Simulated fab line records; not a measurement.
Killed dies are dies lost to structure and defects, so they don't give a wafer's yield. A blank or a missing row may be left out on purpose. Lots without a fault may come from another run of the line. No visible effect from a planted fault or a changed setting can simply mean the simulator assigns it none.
A lot that was struck, set against a sound lot    flow sfqLine    17 out of 325 route steps
Sound: the wafers L891.1, L891.4, L891.6. Struck: wafer L887.5; the same lot's L887.6 was not struck, so it is left out; see the end for the cause.
For every step that has rows: the tool of each side, followed by ch and its chambers, followed by its first start. Under that, the readings that differ: sound wafers    struck wafers    difference of the means    sigmas: that difference in standard deviations of wafers without a fault.
alike: same words and numbers on both sides, and readings whose means sit less than 2 such deviations apart. not compared: any withheld reading, any reading some wafer has no value for, any bound like >300 that may hide the same value, and any number with overlapping values for which the record gives no deviation.
The two part at a step that has a row with sigmas, a row that says differs or no value, or rows on one side only. Numbers that have no deviation but don't overlap get no sigmas and don't part them. A reading that every wafer of one side lacks parts them only if that side has two wafers or more.

SFQ_TRILAYER_C5_BARC_OPEN_VIA_ETCH_210: etches BARC in O2, target depth 125 nm, time 41.7 s.
  sound on rieDiel-03 ch 1,2,3, day 63 12:46; struck on rieDiel-04 ch 3, day 62 13:53
reading              sound              struck  difference  sigmas
oesProductAu (a.u.)  0.689 0.689 0.693  0.680   -0.010      -2
  alike: drypumpMotorCurrentA
  not compared: rfHoursCounterH
SFQ_TRILAYER_C5_ETCH_VIA_ETCH_154: etches SiO2 in CHF3, stops on Nb, target depth 84 nm.
  sound on rieDiel-03 ch 1,2,3, day 63 12:48; struck on rieDiel-04 ch 3, day 62 13:56
  alike: drypumpMotorCurrentA, oesProductAu
SFQ_TRILAYER_C5_STRIP_STRIP_155: strips in O2.
  sound on rieMetal-03 ch 0, day 63 12:51; struck on rieMetal-03 ch 1, day 62 14:21
  alike: drypumpMotorCurrentA, oesProductAu
  not compared: rfHoursCounterH
then, 2 steps without rows for these wafers: SFQ_TRILAYER_C5_STRIP_SOLV_CLEAN_156 (cleans in NMP, time 600 s); SFQ_TRILAYER_M6_DEP_PRE_CLEAN_158 (time 22.5 s).
SFQ_TRILAYER_M6_DEP_SPUTTER_157: material Nb, target thk 200 nm, time 133.3 s.
  sound on pvdSputter-05, day 63 14:16; struck on pvdSputter-05, day 62 14:48
reading               sound           struck  difference  sigmas
throttleValvePct (%)  30.9 31.0 31.1  28.1    -2.9        -3
SFQ_M6_RS_MEAS_938: a four-point-probe measurement.
  sound on filmMetro-02, day 63 14:21; struck on filmMetro-04, day 62 14:56
  alike: M6_NB_RS
then, 4 steps without rows for these wafers: SFQ_TRILAYER_M6_LITHO_COAT_164 (resist thk 62 nm); SFQ_TRILAYER_M6_LITHO_COAT_159 (resist thk 600 nm); SFQ_TRILAYER_M6_LITHO_SOFTBAKE_163; SFQ_TRILAYER_M6_LITHO_EXPOSE_160 (exposes mask M6, target cd 500 nm).
SFQ_TRILAYER_M6_LITHO_PEB_162: peb time 60 s.
  sound on lithoTrack-03 ch 0, day 65 05:11; struck on lithoTrack-04 ch 0, day 63 13:32
reading                sound              struck  difference  sigmas
heaterPowerTotalW (W)  79.14 79.09 79.02  82.04   +2.96       +47
then, 1 step without rows for these wafers: SFQ_TRILAYER_M6_LITHO_DEVELOP_161 (time 60 s).
SFQ_M6_OVL_MEAS_940:
  sound on overlay-01, day 65 05:29; struck on overlay-01, day 63 13:46
  alike: M6_OVL
SFQ_TRILAYER_M6_BARC_OPEN_METAL_ETCH_206: etches BARC in O2, target depth 125 nm, time 41.7 s.
  sound on rieMetal-04 ch 0,1, day 65 05:31; struck on rieMetal-01 ch 1, day 63 13:51
reading             sound            struck  difference  sigmas
model.M6.cdNm (nm)  501 500.7 501.7  516.2   +15.1       
  alike: drypumpMotorCurrentA, oesProductAu
  not compared: rfHoursCounterH
SFQ_TRILAYER_M6_ETCH_METAL_ETCH_162: etches Nb in Cl2/Ar, stops on SiO2, target depth 240 nm, time 120 s.
  sound on rieMetal-04 ch 0,1, day 65 05:35; struck on rieMetal-01 ch 1, day 63 14:04
reading             sound              struck  difference  sigmas
model.M6.cdNm (nm)  505.6 500.1 505.4  511.9   +8.2        
  alike: drypumpMotorCurrentA, oesProductAu
  not compared: rfHoursCounterH
SFQ_TRILAYER_M6_STRIP_STRIP_163: strips in O2.
  sound on rieMetal-04 ch 0,1, day 65 05:42; struck on rieMetal-01 ch 1, day 63 14:56
reading              sound              struck  difference  sigmas
oesProductAu (a.u.)  1.027 1.029 1.027  0.994   -0.034      -3
  alike: drypumpMotorCurrentA
  not compared: rfHoursCounterH

WHERE THEY PART
At SFQ_TRILAYER_C5_BARC_OPEN_VIA_ETCH_210 first; at SFQ_TRILAYER_M6_STRIP_STRIP_163 last (within this record only).

WHY: the cause the simulator had injected
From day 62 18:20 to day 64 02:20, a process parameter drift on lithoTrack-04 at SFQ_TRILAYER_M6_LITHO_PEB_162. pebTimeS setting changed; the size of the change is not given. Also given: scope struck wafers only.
